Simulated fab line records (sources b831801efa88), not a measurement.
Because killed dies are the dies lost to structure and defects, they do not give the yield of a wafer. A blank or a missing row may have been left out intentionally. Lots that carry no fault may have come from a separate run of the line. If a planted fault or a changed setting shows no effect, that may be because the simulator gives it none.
fab line records ; flow sky130
record lots=13; wafers=39; lastDay=50
route steps=708 shown METAL4@629 VIA4@650 METAL5@664 PAD_OPEN@708
lots that met no fault: from a run of the same line without faults
startH: start of the lot's first displayed wafer, in hours after the record's first day ; waitH: time in hours since the lot's previous step ; " repeats the value in the row above ; L1.1+2: one row covering several wafers at once ; - value missing, or start not given ; * or withheld: withheld ; < > ~ a bound
route shown NAME@n: NAME is a module with steps in the file, n the number in the route of the first one ; usual: average and standard deviation across the fault-free wafers ; same: alike in all rows ; chamber/n: place in a boat ; sites: readings site by site ; _std_site: the values' standard deviation ; _edge_site: inner sites' mean taken away from outer sites' mean ; radiusMm: how far each site lies from the wafer's centre ; mask NAME#n: copy n ; behind: the most recent tool/chamber to have shaped the wafer ; hold: cause of the lot's hold/its duration in hours/its outcome ; device: which transistor (n, p or np) failed to switch ; end of line: tests run on the same wafers once the route is complete ; where a step has no rows: the recipe by itself ; killed: not the wafer's yield, but the dies lost to structure and defects at the first sort ; map: per-die view of a wafer (x killed, . not killed, _ where there is no die)
set.NAME: the setting as run; set.NAME@STEP: as run at that earlier step ; model.NAME: the simulator's own value behind a step, which no gauge read
route steps across a sampled set of lots; one table per step, one row per wafer
services: the hour from which a tool's chamber was out of use, counted from the record's first day as startH (under 0 if before that day), plus the number of hours and why
## steps
# step SKY_METAL4_CD_MEAS_13
# recipe targetCdNm=300
# usual cdNm=300.1/1.5
lot.wafer;tool;chamber;startH;waitH;cdNm
L891.1;cdSem-02;-;978.88;-;301.0
L891.4;cdSem-02;-;978.88;-;300.4
L891.5;cdSem-02;-;978.88;-;300.3
L892.1;cdSem-01;-;989.61;-;300.5
L892.3;cdSem-01;-;989.61;-;300.9
L892.4;cdSem-01;-;989.61;-;300.6
L893.1;cdSem-02;-;996.97;-;301.4
L893.3;cdSem-02;-;996.97;-;301.1
L893.6;cdSem-02;-;996.97;-;299.6
L896.1;cdSem-01;-;1015.47;-;302.4
L896.2;cdSem-01;-;1015.47;-;302.6
L896.4;cdSem-01;-;1015.47;-;304.0
L894.1;cdSem-02;-;1016.28;-;301.5
L894.2;cdSem-02;-;1016.28;-;302.8
L894.6;cdSem-02;-;1016.28;-;300.8
L895.3;cdSem-01;-;1019.75;-;298.3
L895.4;cdSem-01;-;1019.75;-;299.3
L895.5;cdSem-01;-;1019.75;-;299.3
L897.1;cdSem-02;-;1027.92;-;301.3
L897.3;cdSem-02;-;1027.92;-;300.1
L897.4;cdSem-02;-;1027.92;-;300.5
L899.2;cdSem-02;-;1035.60;-;300.3
L899.3;cdSem-02;-;1035.60;-;299.2
L899.5;cdSem-02;-;1035.60;-;300.6
L903.1;cdSem-01;-;1063.83;-;301.2
L903.2;cdSem-01;-;1063.83;-;302.0
L903.4;cdSem-01;-;1063.83;-;300.1
L908.1;cdSem-01;-;1095.56;-;298.4
L908.3;cdSem-01;-;1095.56;-;300.1
L908.5;cdSem-01;-;1095.56;-;298.8
L912.2;cdSem-01;-;1119.33;-;300.0
L912.3;cdSem-01;-;1119.33;-;300.6
L912.6;cdSem-01;-;1119.33;-;300.1
L913.1;cdSem-01;-;1122.91;-;300.5
L913.3;cdSem-01;-;1122.91;-;301.4
L913.6;cdSem-01;-;1122.91;-;300.7
L914.2;cdSem-01;-;1129.89;-;299.9
L914.3;cdSem-01;-;1129.89;-;299.8
L914.4;cdSem-01;-;1129.89;-;300.4
# step SKY_VIA4_OVL_MEAS_11
# usual VIA4_OVL=0.4/1.4
lot.wafer;tool;chamber;startH;waitH;VIA4_OVL[nm]
L891.1;overlay-02;-;1003.87;0.1;0.3
L891.4;overlay-02;-;1003.87;0.1;-0.1
L891.5;overlay-02;-;1003.87;0.1;0.6
L892.1;overlay-01;-;1014.42;0.1;0.8
L892.3;overlay-01;-;1014.42;0.1;0.3
L892.4;overlay-01;-;1014.42;0.1;0.0
L893.1;overlay-01;-;1021.67;0.1;3.0
L893.3;overlay-01;-;1021.67;0.1;2.6
L893.6;overlay-01;-;1021.67;0.1;3.3
L896.1;overlay-01;-;1039.21;0.1;-0.7
L896.2;overlay-01;-;1039.21;0.1;-0.6
L896.4;overlay-01;-;1039.21;0.1;0.2
L894.1;overlay-01;-;1039.93;0.1;0.7
L894.2;overlay-01;-;1039.93;0.1;-0.8
L894.6;overlay-01;-;1039.93;0.1;0.2
L895.3;overlay-02;-;1043.79;0.1;-1.3
L895.4;overlay-02;-;1043.79;0.1;-1.1
L895.5;overlay-02;-;1043.79;0.1;-1.5
L897.1;overlay-01;-;1051.83;0.1;2.4
L897.3;overlay-01;-;1051.83;0.1;1.4
L897.4;overlay-01;-;1051.83;0.1;2.3
L899.2;overlay-01;-;1059.58;0.1;-1.1
L899.3;overlay-01;-;1059.58;0.1;-0.7
L899.5;overlay-01;-;1059.58;0.1;-2.0
L903.1;overlay-01;-;1086.22;0.1;0.9
L903.2;overlay-01;-;1086.22;0.1;0.1
L903.4;overlay-01;-;1086.22;0.1;0.8
L908.1;overlay-01;-;1117.68;0.1;0.2
L908.3;overlay-01;-;1117.68;0.1;-0.1
L908.5;overlay-01;-;1117.68;0.1;1.3
L912.2;overlay-02;-;1141.14;0.1;3.0
L912.3;overlay-02;-;1141.14;0.1;2.7
L912.6;overlay-02;-;1141.14;0.1;2.4
L913.1;overlay-02;-;1143.33;0.1;1.7
L913.3;overlay-02;-;1143.33;0.1;2.6
L913.6;overlay-02;-;1143.33;0.1;1.2
L914.2;overlay-01;-;1148.93;0.1;2.3
L914.3;overlay-01;-;1148.93;0.1;3.6
L914.4;overlay-01;-;1148.93;0.1;2.1
# step SKY_VIA4_SPUTTER_17
# recipe material=TiN; targetThkNm=20; chamberPressurePa=5; powerW=4000; timeS=80
# usual cathodeDcPowerW=3999.9/0.71; throttleValvePct=30.3/1.1
lot.wafer;tool;chamber;startH;waitH;cathodeDcPowerW;throttleValvePct
L891.1;pvdSputter-04;-;1004.59;0.0;3998.5;27.7
L891.4;pvdSputter-04;-;1004.59;0.0;3999.5;29.6
L891.5;pvdSputter-04;-;1004.59;0.0;3999.2;27.8
L892.1;pvdSputter-04;-;1015.15;0.0;4000.0;29.6
L892.3;pvdSputter-04;-;1015.15;0.0;3999.7;29.6
L892.4;pvdSputter-04;-;1015.15;0.0;3998.9;30.1
L893.1;pvdSputter-02;-;1022.46;0.0;4000.7;32.0
L893.3;pvdSputter-02;-;1022.46;0.0;4001.0;31.2
L893.6;pvdSputter-02;-;1022.46;0.0;3999.6;31.2
L896.1;pvdSputter-03;-;1039.91;0.0;4000.2;30.6
L896.2;pvdSputter-03;-;1039.91;0.0;3999.9;29.6
L896.4;pvdSputter-03;-;1039.91;0.0;3998.8;29.8
L894.1;pvdSputter-02;-;1040.63;0.0;4000.4;31.4
L894.2;pvdSputter-02;-;1040.63;0.0;3999.4;32.0
L894.6;pvdSputter-02;-;1040.63;0.0;4000.1;31.4
L895.3;pvdSputter-02;-;1044.51;0.0;3998.4;30.1
L895.4;pvdSputter-02;-;1044.51;0.0;3999.5;31.3
L895.5;pvdSputter-02;-;1044.51;0.0;3999.3;31.3
L897.1;pvdSputter-02;-;1052.54;0.0;3999.6;31.2
L897.3;pvdSputter-02;-;1052.54;0.0;3999.9;30.1
L897.4;pvdSputter-02;-;1052.54;0.0;3999.8;31.4
L899.2;pvdSputter-04;-;1060.27;0.0;4001.5;29.7
L899.3;pvdSputter-04;-;1060.27;0.0;4000.4;28.0
L899.5;pvdSputter-04;-;1060.27;0.0;3999.9;29.9
L903.1;pvdSputter-04;-;1086.92;0.0;4000.6;27.9
L903.2;pvdSputter-04;-;1086.92;0.0;3998.6;29.7
L903.4;pvdSputter-04;-;1086.92;0.0;4000.3;29.5
L908.1;pvdSputter-02;-;1118.60;0.0;4000.9;31.2
L908.3;pvdSputter-02;-;1118.60;0.0;3999.7;31.9
L908.5;pvdSputter-02;-;1118.60;0.0;4000.2;31.3
L912.2;pvdSputter-02;-;1141.88;0.0;3998.6;31.9
L912.3;pvdSputter-02;-;1141.88;0.0;3998.9;31.2
L912.6;pvdSputter-02;-;1141.88;0.0;3999.2;31.2
L913.1;pvdSputter-04;-;1144.04;0.0;3999.6;29.4
L913.3;pvdSputter-04;-;1144.04;0.0;3999.0;29.8
L913.6;pvdSputter-04;-;1144.04;0.0;4000.6;29.6
L914.2;pvdSputter-02;-;1149.66;0.0;3999.8;31.9
L914.3;pvdSputter-02;-;1149.66;0.0;4001.0;31.4
L914.4;pvdSputter-02;-;1149.66;0.0;3999.8;30.2
# step SKY_METAL5_SPUTTER_03
# recipe material=Ti; targetThkNm=5; powerW=3000; timeS=3.3; chamberPressurePa=0.4
# usual cathodeDcPowerW=3000.0/0.6; throttleValvePct=30.5/0.88
lot.wafer;tool;chamber;startH;waitH;cathodeDcPowerW;throttleValvePct
L891.1;pvdSputter-03;-;1005.40;0.0;3000.5;29.7
L891.4;pvdSputter-03;-;1005.40;0.0;2999.7;30.0
L891.5;pvdSputter-03;-;1005.40;0.0;3001.1;29.8
L892.1;pvdSputter-02;-;1015.95;0.0;3000.9;31.7
L892.3;pvdSputter-02;-;1015.95;0.0;3000.2;30.2
L892.4;pvdSputter-02;-;1015.95;0.0;3000.4;31.3
L893.1;pvdSputter-02;-;1023.25;0.0;2999.7;31.3
L893.3;pvdSputter-02;-;1023.25;0.0;3000.1;30.1
L893.6;pvdSputter-02;-;1023.25;0.0;3000.2;31.1
L896.1;pvdSputter-03;-;1040.70;0.0;3000.4;30.3
L896.2;pvdSputter-03;-;1040.70;0.0;3000.6;29.7
L896.4;pvdSputter-03;-;1040.70;0.0;3000.3;30.1
L894.1;pvdSputter-03;-;1041.43;0.0;2999.4;29.8
L894.2;pvdSputter-03;-;1041.43;0.0;2999.3;29.8
L894.6;pvdSputter-03;-;1041.43;0.0;3000.0;29.8
L895.3;pvdSputter-01;-;1045.31;0.0;3001.1;31.5
L895.4;pvdSputter-01;-;1045.31;0.0;3000.0;31.2
L895.5;pvdSputter-01;-;1045.31;0.0;2999.8;31.5
L897.1;pvdSputter-02;-;1053.33;0.0;3000.2;31.5
L897.3;pvdSputter-02;-;1053.33;0.0;3000.0;32.0
L897.4;pvdSputter-02;-;1053.33;0.0;2999.5;31.4
L899.2;pvdSputter-02;-;1061.07;0.0;3000.6;30.0
L899.3;pvdSputter-02;-;1061.07;0.0;2999.4;31.6
L899.5;pvdSputter-02;-;1061.07;0.0;2999.6;31.4
L903.1;pvdSputter-01;-;1087.72;0.0;3000.9;31.7
L903.2;pvdSputter-01;-;1087.72;0.0;3000.0;28.8
L903.4;pvdSputter-01;-;1087.72;0.0;2998.6;31.4
L908.1;pvdSputter-03;-;1119.42;0.0;2999.2;30.3
L908.3;pvdSputter-03;-;1119.42;0.0;2831.9;30.7
L908.5;pvdSputter-03;-;1119.42;0.0;2831.3;30.4
L912.2;pvdSputter-03;-;1142.67;0.0;3000.4;29.9
L912.3;pvdSputter-03;-;1142.67;0.0;2829.8;30.5
L912.6;pvdSputter-03;-;1142.67;0.0;2998.9;30.4
L913.1;pvdSputter-01;-;1144.83;0.0;2999.0;31.0
L913.3;pvdSputter-01;-;1144.83;0.0;3000.8;29.9
L913.6;pvdSputter-01;-;1144.83;0.0;3000.0;31.7
L914.2;pvdSputter-02;-;1150.45;0.0;2999.1;30.1
L914.3;pvdSputter-02;-;1150.45;0.0;3000.7;31.0
L914.4;pvdSputter-02;-;1150.45;0.0;2999.8;31.8
# step SKY_PAD_OPEN_PROBE_99
# usual defectLimitedYield=83.0/2; killed_at_M0_to_M3=43/7.1; killed_at_M4_up=3.1/1.7; killedAtContacts=23/5.1; killedAtFrontEnd=14/4.4; killedAtOther=0.3/0.47; killedDies=84/9.9; killedOpen=45/6.6; killedShort=38/6.8; sort_bin_3_pad_short=0.8/0.4; sort_bin_5_function=10.1/1.4; sort_bin_6_memory=6.1/1.2; sortNPass=408/9.9; sortYieldPct=83.0/2
# same grossDies=492; killedAtBackSide=0; sort_bin_4_leakage[%]=0; sort_bin_8_speed[%]=0
lot.wafer;tool;chamber;startH;waitH;defectLimitedYield[%];killed_at_M0_to_M3;killed_at_M4_up;killedAtContacts;killedAtFrontEnd;killedAtOther;killedDies;killedOpen;killedShort;sort_bin_3_pad_short[%];sort_bin_5_function[%];sort_bin_6_memory[%];sortNPass;sortYieldPct[%]
L903.1;prober-01;-;1149.67;0.1;82.1;52;2;24;9;1;88;51;37;0.8;10.2;6.9;404;82.1
L903.2;prober-01;-;1149.72;0.1;82.9;51;4;20;9;0;84;49;35;0.4;10.0;6.7;408;82.9
L903.4;prober-01;-;1149.82;0.2;82.5;53;5;22;5;1;86;36;50;0.4;10.2;6.9;406;82.5
L908.1;prober-01;-;1178.18;0.1;80.5;52;3;28;13;0;96;57;39;1.2;9.8;8.5;396;80.5
L908.3;prober-01;-;1178.28;0.2;83.9;47;3;20;9;0;79;48;31;0.4;8.7;6.9;413;83.9
L908.5;prober-01;-;1178.38;0.2;84.6;37;5;23;11;0;76;37;39;0.6;10.6;4.3;416;84.6
L912.2;prober-02;-;1197.32;0.1;79.7;46;6;26;22;0;100;63;37;0.8;12.6;6.9;392;79.7
L912.3;prober-02;-;1197.37;0.2;82.3;47;2;21;17;0;87;52;35;1.0;9.3;7.3;405;82.3
L912.6;prober-02;-;1197.52;0.2;80.1;47;2;33;15;1;98;57;41;1.4;12.0;6.5;394;80.1
# killed by level:class
L903.1 LI_CONTACT:geometricParticle:open=10 VIA1:geometricParticle:open=10 VIA3:geometricParticle:open=8 VIA2:geometricParticle:open=8 METAL2:geometricParticle:short=7 VIA2:geometricParticle:short=7 CONTACT:geometricParticle:open=6 POLY_GATE:geometricParticle:open=4
L903.2 VIA1:geometricParticle:open=12 VIA2:geometricParticle:open=8 CONTACT:geometricParticle:open=7 LI_CONTACT:geometricParticle:open=7 VIA1:geometricParticle:short=6 METAL2:geometricParticle:short=5 METAL1:geometricParticle:short=4 VIA3:geometricParticle:open=4
L903.4 METAL1:geometricParticle:short=12 VIA1:geometricParticle:open=10 METAL2:geometricParticle:short=6 CONTACT:geometricParticle:open=5 VIA1:geometricParticle:short=5 LI_CONTACT:geometricParticle:open=4 LI_CONTACT:geometricParticle:short=4 LOCAL_INTERCONNECT:geometricParticle:short=4
L908.1 VIA1:geometricParticle:open=15 CONTACT:geometricParticle:short=10 CONTACT:geometricParticle:open=9 VIA2:geometricParticle:open=6 VIA3:geometricParticle:open=6 METAL3:geometricParticle:short=5 POLY_GATE:geometricParticle:open=4 LI_CONTACT:geometricParticle:open=4
L908.3 VIA3:geometricParticle:open=12 VIA1:geometricParticle:open=8 CONTACT:geometricParticle:open=7 VIA3:geometricParticle:short=7 LI_CONTACT:geometricParticle:open=6 VIA1:geometricParticle:short=5 METAL2:geometricParticle:short=4 VIA2:geometricParticle:short=4
L908.5 LI_CONTACT:geometricParticle:open=7 VIA3:geometricParticle:open=7 VIA2:geometricParticle:open=7 METAL1:geometricParticle:short=6 CONTACT:geometricParticle:short=6 CONTACT:geometricParticle:open=6 METAL4:geometricParticle:short=5 VIA3:geometricParticle:short=4
L912.2 VIA1:geometricParticle:open=15 LI_CONTACT:geometricParticle:open=13 VIA2:geometricParticle:open=8 FIELD_ISO:geometricParticle:open=7 POLY_GATE:geometricParticle:open=7 CONTACT:geometricParticle:short=5 CONTACT:geometricParticle:open=5 VIA1:geometricParticle:short=5
L912.3 VIA1:geometricParticle:open=9 VIA3:geometricParticle:open=8 CONTACT:geometricParticle:open=8 METAL2:geometricParticle:short=7 VIA2:geometricParticle:open=7 LI_CONTACT:geometricParticle:open=6 POLY_GATE:geometricParticle:open=5 FIELD_ISO:geometricParticle:open=4
L912.6 CONTACT:geometricParticle:open=13 LI_CONTACT:geometricParticle:open=9 VIA1:geometricParticle:open=8 POLY_GATE:geometricParticle:open=6 CONTACT:geometricParticle:short=6 METAL1:geometricParticle:short=6 VIA1:geometricParticle:short=5 VIA2:geometricParticle:open=5
## services
tool;chamber;startH;hours;kind
pvdSputter-01;-;1053.21;12.4;repair
pvdSputter-02;-;1085.34;2.5;repair
pvdSputter-03;-;1105.30;1.7;repair
pvdSputter-03;-;1124.21;0.6;repair
## key
firstSign step=SKY_METAL5_SPUTTER_03; reading=cathodeDcPowerW; direction=down; sigmas=99+; usual=3000.0; struck=2831.0
effect none on later readings
metAt SKY_METAL5_SPUTTER_03
struckLots L908,L912
struckWafers L908.3,L908.5,L912.3
notActingAt SKY_METAL4_CD_MEAS_13,SKY_VIA4_OVL_MEAS_11,SKY_VIA4_SPUTTER_17
onsetBetween 1040.70 1119.42
fault kind=processParameterDrift; tool=pvdSputter-03; chamber=-; onsetH=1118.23; steps=SKY_METAL5_SPUTTER_03; channel=powerW; offset=*; shape=step; endH=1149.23; actsIn=*; stated=*; scope=struckWafersOnly
